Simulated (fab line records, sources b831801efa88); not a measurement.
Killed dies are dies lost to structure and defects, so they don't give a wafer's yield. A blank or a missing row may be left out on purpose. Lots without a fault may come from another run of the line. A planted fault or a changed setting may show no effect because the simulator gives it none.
Chamber matching | flow sky130 | SKY_VIA2_ETCH_14 on rie_diel-03: 4 sister chambers
The step etches BARC in N2/H2, stops on SiO2, time 45.9 s, target depth 60 nm. 4 wafers are shown with their chamber, then 12 later ones without.

WAFERS WITH THEIR CHAMBER
wafer  | chamber | oes_product_au (a.u.)
L088.4 | 2       | 0.863
L092.1 | 1       | 0.859
L092.2 | 0       | 0.854
L092.3 | 3       | 0.854

WAFERS WITHOUT THEIR CHAMBER
wafer  | oes_product_au (a.u.)
L092.4 | 0.854
L092.5 | 0.850
L092.6 | 0.846
L093.1 | 0.859
L093.2 | 0.854
L093.6 | 0.856
L094.1 | 0.852
L094.3 | 0.849
L094.6 | 0.859
L097.1 | 0.847
L097.2 | 0.857
L097.5 | 0.853

WHICH CHAMBER EACH WENT THROUGH
wafer  | from the rows above               | in truth
L092.4 | can't be placed: 0 or 3 or 1      | 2
L092.5 | can't be placed: 0 or 3 or 1      | 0
L092.6 | can't be placed: 0 or 3 or 1      | 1
L093.1 | can't be placed: 1 or 2 or 0 or 3 | 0
L093.2 | can't be placed: 0 or 3 or 1      | 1
L093.6 | can't be placed: 0 or 3 or 1 or 2 | 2
L094.1 | can't be placed: 0 or 3 or 1      | 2
L094.3 | can't be placed: 0 or 3 or 1      | 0
L094.6 | can't be placed: 1 or 2 or 0 or 3 | 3
L097.1 | can't be placed: 0 or 3 or 1      | 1
L097.2 | can't be placed: 1 or 0 or 3 or 2 | 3
L097.5 | can't be placed: 0 or 3 or 1      | 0
Placed correctly: 0 of 12. Can't be placed from these rows: 12 (the true chamber is among the candidates in 10). Placed wrongly: 0.
How it was worked out, from the rows above alone: a wafer's distance from a chamber is the root of the sum, over the readings, of the square of ((its reading less the chamber's mean) divided by the reading's scatter). The wafer belongs to the nearest chamber; if the next one is less than 2 further off, it can't be placed. A chamber's mean is the mean of its shown wafers. The scatter: with one shown wafer a chamber, the root of the mean of the squares of how far each hidden wafer lies from its nearest shown one.
